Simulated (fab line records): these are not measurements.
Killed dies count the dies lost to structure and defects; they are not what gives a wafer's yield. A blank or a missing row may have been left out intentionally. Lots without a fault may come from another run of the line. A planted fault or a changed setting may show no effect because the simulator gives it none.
Problem report, 8D (eight disciplines) form, completed by code / flow sky130 / the parts of the form that need people (team, actions taken, sign-off) are left out

## 1. THE ISSUE
Wafers without a fault read 99 s, standard deviation 6.7; time_to_endpoint_s at SKY_LI_CONTACT_CMP_24 reads a mean of 54 s on 6 wafers belonging to 2 lots. That is -6.7 standard deviations from the usual mean.
The step: polishes, stops on PSG, t overpolish 20 s, target thk 0 nm.
Earliest sighting: wafer L327.4 on cmp-01 at day 35 13:44. At this step, 36 wafers from 12 lots have a number in the record. By rule, "out" or "out of limits" means more than 4 standard deviations away from the usual mean. All remaining wafers that have a number are taken as sound.

## 2. WHAT IT IS; WHAT IT IS NOT
question=which readings at this step | is=time_to_endpoint_s | is not=motor_current_A
question=which lots | is=L327, L329 | is not=L311, L313, L314, L316, L318, L319, L320, L322, L333, L334
question=which wafers of those lots | is=all that have a number | is not=-
question=read on which tools | is=cmp-01 | is not=cmp-02
question=when | is=from day 35 13:44 | is not=up to then (24 sound wafers); but 6 sound wafers of L333, L334 came after

## 3. SUSPECTS, AND WHAT RULES EACH OUT
Counting: a tool at a process step up to the reading stays a suspect if it ran every lot that is out and no sound lot after the first of them.
- plasma_asher-02 at SKY_LDD_HVN_STRIP_09 (strips in O2/N2): kept. All lots that are out passed through it, beginning with L327 at day 27 09:04, and no sound lot followed; its final sound lot before that point was L320 at day 23 14:41.
- cmp-01 at SKY_LI_CONTACT_CMP_24 (polishes, stops on PSG, t overpolish 20 s, target thk 0 nm): kept. All lots that are out passed through it, beginning with L327 at day 35 13:44, and no sound lot followed; its final sound lot before that point was L318 at day 31 18:33. Its own readings are out on those wafers: time_to_endpoint_s.
The count leaves cmp-01 at SKY_LI_CONTACT_CMP_24 and plasma_asher-02 at SKY_LDD_HVN_STRIP_09.

## 4. THE CAUSE (what the simulator had put in)
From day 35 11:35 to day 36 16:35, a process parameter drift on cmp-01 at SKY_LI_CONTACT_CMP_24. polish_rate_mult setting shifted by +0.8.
Of the 2 suspects that counting leaves, this tool is one.

## 5. SEQUENCE OF EFFECTS, ordered by route
One row per reading whose mean, taken over the struck wafers that have a number, lies over 3 standard deviations from the usual. Only readings for which the record gives a usual standard deviation are gone through. hours: the time from each lot's start at the first step in this table that gives one to its start at this step, as a median over the lots. sigmas: the change in usual standard deviations.
hours=0; step=SKY_LI_CONTACT_CMP_24; reading=time_to_endpoint_s; usual=99 s; on struck wafers=54; change=-45; sigmas=-6.7
Its process steps:
- SKY_LI_CONTACT_CMP_24: polishes, stops on PSG, t overpolish 20 s, target thk 0 nm.

## 6. HOW IT WOULD HAVE BEEN CAUGHT EARLIER
First out-of-limits reading in this record: day 35 13:44, which is 2 hours after fault onset at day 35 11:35.
